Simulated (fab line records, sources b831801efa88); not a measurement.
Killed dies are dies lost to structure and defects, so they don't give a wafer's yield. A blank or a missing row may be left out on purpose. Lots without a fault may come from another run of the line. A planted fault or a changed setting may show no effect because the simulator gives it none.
A struck lot beside a sound one | flow sky130 | 26 steps out of a route of 708
Sound: wafers L807.2, L807.3, L807.4. Struck: wafers L804.1, L804.2, L804.4. The cause comes at the end.
At each step with rows: each side's tool, then ch and its chambers, then its first start. Under that, the readings that differ: sound wafers | struck wafers | difference of the means | sigmas: that difference in standard deviations of wafers without a fault.
alike: readings whose means differ by less than 2 such deviations, and words and numbers that are the same on both sides. not compared: withheld readings, readings that some wafer has no value for, bounds like >300 that may hide the same value, and numbers for which the record gives no deviation and whose values overlap.
The two part at a step that has a row with sigmas, a row that says differs or no value, or rows on one side only. Numbers that don't overlap but have no deviation are shown without sigmas and don't part them. A reading that every wafer of one side lacks parts them only if that side has two wafers or more.

first, 2 steps without rows for these wafers: SKY_METAL4_PEB_11; SKY_METAL4_DEVELOP_12 (develop time 60 s).
SKY_METAL4_CD_MEAS_13: target cd 300 nm.
  sound on cd_sem-02, day 43 01:50; struck on cd_sem-02, day 42 06:04
  alike: cd_nm
SKY_METAL4_OVL_MEAS_14:
  sound on overlay-02, day 43 01:56; struck on overlay-01, day 42 06:11
  alike: METAL4_OVL
SKY_METAL4_DESCUM_15: chemistry O2, time 8 s.
  sound on rie_metal-03 ch 0,1, day 43 01:58; struck on rie_metal-03 ch 0,1, day 42 06:13
  alike: drypump_motor_current_A, oes_product_au
  not compared: rf_hours_counter_h
SKY_METAL4_ETCH_16: etches BARC in N2/H2, stops on SiO2, time 91.81 s, target depth 60 nm.
  sound on rie_metal-03 ch 0,1, day 43 02:00; struck on rie_metal-03 ch 0,1, day 42 06:15
  alike: drypump_motor_current_A, oes_product_au, throttle_valve_pct
  not compared: rf_hours_counter_h
then, 1 step without rows for these wafers: SKY_METAL4_ETCH_17 (etches SiO2 in C4F8/O2/Ar, stops on TiN, time 3.9 s, target depth 15 nm).
SKY_METAL4_METAL_ETCH_18: etches the open film in Cl2/BCl3, stops on SiO2, target depth 845 nm, time 183.1 s.
  sound on rie_metal-01 ch 0,1, day 43 02:07; struck on rie_metal-01 ch 0,1, day 42 06:22
  alike: bcl3_flow_sccm, drypump_motor_current_A, mfc_cl2_sccm, oes_product_au, throttle_valve_pct
  not compared: rf_hours_counter_h
then, 4 steps without rows for these wafers: SKY_METAL4_STRIP_19 (strips in O2/N2); SKY_METAL4_STRIP_20 (strips in post etch residue remover, time 1200 s); SKY_METAL4_CLEAN_21 (cleans in IPA, time 180 s); SKY_METAL4_CLEAN_22 (cleans in O3/DIW).
SKY_VIA4_HDPCVD_00: deposits SiO2, target thk 1750 nm, time 291.7 s.
  sound on hdpcvd-01 ch 0,1,2, day 43 02:55; struck on hdpcvd-01 ch 0,1,2, day 42 07:13
  no value came back on the struck wafers for pressure_mtorr (mTorr), run_length_s (s); on the sound wafers pressure_mtorr (mTorr) reads 5.967 6.002 6.002
SKY_VIA4_CMP_02: polishes SiO2.
  sound on cmp-02 ch 0,1,3, day 43 03:13; struck on cmp-01 ch 1,2,3, day 42 07:27
  alike: motor_current_A
SKY_VIA4_BOW_MEAS_03:
  sound on film_metro-03, day 43 03:29; struck on film_metro-01, day 42 07:45
  alike: VIA4_BOW
then, 7 steps without rows for these wafers: SKY_VIA4_DEHYDRATE_04 (time 60 s); SKY_VIA4_HMDS_05 (prime time 60 s); SKY_VIA4_COAT_06 (resist thk 1140 nm); SKY_VIA4_SOFTBAKE_07 (time 60 s); SKY_VIA4_EXPOSE_08 (exposes mask VIM4, target cd 800 nm); SKY_VIA4_PEB_09; SKY_VIA4_DEVELOP_10 (develop time 60 s).
SKY_VIA4_OVL_MEAS_11:
  sound on overlay-02, day 44 02:01; struck on overlay-01, day 43 06:37
  reading       | sound          | struck      | difference | sigmas
  VIA4_OVL (nm) | -3.6 -3.4 -4.9 | 3.5 0.9 3.5 | +6.6       | +4
SKY_VIA4_ETCH_12: etches SiO2 in C4F8/O2/Ar, stops on TiN, target depth 580 nm.
  sound on rie_diel-02 ch 0,1,3, day 44 02:03; struck on rie_diel-04 ch 0,1, day 43 06:39
  reading                  | sound             | struck            | difference | sigmas
  oes_product_au (a.u.)    | 0.927 0.931 0.924 | 0.368 0.380 0.373 | -0.554     | -99 or more
  model.etch.depth_nm (nm) | 578.1 579.4 580.9 | 0 0 0             | -579       |
SKY_VIA4_STRIP_13: strips in O2/N2.
  sound on plasma_asher-01 ch 0,1, day 44 02:07; struck on plasma_asher-01 ch 0,1, day 43 06:43
  alike: drypump_motor_current_A, oes_product_au, strip_time_to_endpoint_s
  not compared: rf_hours_counter_h
-- the record jumps here: 3 days lie between the struck wafers' starts before and after (it left off in module VIA4 and takes up again in module PAD_OPEN, whose first step shown is number 708 of the route) --
SKY_PAD_OPEN_PROBE_99:
  the record has rows for the struck wafers here (prober-01, day 46 04:29) and none for the sound ones

WHERE THEY PART
First at SKY_VIA4_HDPCVD_00; last, within this record, at SKY_PAD_OPEN_PROBE_99.

WHY: what the simulator had put in
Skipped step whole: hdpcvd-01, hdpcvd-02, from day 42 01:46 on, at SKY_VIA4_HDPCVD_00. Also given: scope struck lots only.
